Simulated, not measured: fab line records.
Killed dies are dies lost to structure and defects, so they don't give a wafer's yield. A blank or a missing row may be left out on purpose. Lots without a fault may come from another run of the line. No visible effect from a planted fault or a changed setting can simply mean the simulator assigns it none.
Chamber matching    flow sky130    4 sister chambers for SKY_VIA2_ETCH_15 on rie_diel-04
The step etches SiO2 in C4F8/O2/Ar, stops on TiN, target depth 546 nm, time 84 s. 8 wafers are shown with their chamber, then 10 later ones without.

## WAFERS WITH THEIR CHAMBER
wafer   chamber  oes_product_au (a.u.)
L084.5  1        0.942
L088.3  3        0.948
L088.5  0        0.944
L088.6  1        0.943
L087.2  0        0.939
L087.5  2        0.937
L090.1  3        0.940
L090.2  2        0.937

## WAFERS WITHOUT THEIR CHAMBER
wafer   oes_product_au (a.u.)
L090.3  0.936
L090.4  0.941
L090.5  0.937
L090.6  0.930
L092.4  0.945
L092.5  0.934
L092.6  0.940
L093.2  0.952
L093.5  0.939
L093.6  0.936

## WHICH CHAMBER EACH ONE RAN IN
wafer   from the rows above                in truth
L090.3  can't be placed: 2 or 0 or 1       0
L090.4  can't be placed: 0 or 1 or 3 or 2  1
L090.5  can't be placed: 2 or 0 or 1       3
L090.6  can't be placed: 2 or 0 or 1       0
L092.4  can't be placed: 3 or 1 or 0       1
L092.5  can't be placed: 2 or 0 or 1       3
L092.6  can't be placed: 0 or 1 or 2 or 3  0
L093.2  can't be placed: 3 or 1 or 0       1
L093.5  can't be placed: 2 or 0 or 1 or 3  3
L093.6  can't be placed: 2 or 0 or 1       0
Placed correctly: 0 of 10. These rows do not allow placing 10 (true chamber among the candidates in 8). Number placed wrongly: 0.
How it was worked out, from the rows above alone: a wafer's distance from a chamber is the root of the sum, over the readings, of the square of ((its reading less the chamber's mean) divided by the reading's scatter). The wafer belongs to the nearest chamber; if the next one is less than 2 further off, it can't be placed. The mean given for a chamber averages the wafers shown for that chamber. The scatter: take each reading less its chamber's mean, square it, sum over the shown wafers, divide by the number of wafers less the number of chambers, and take the root.
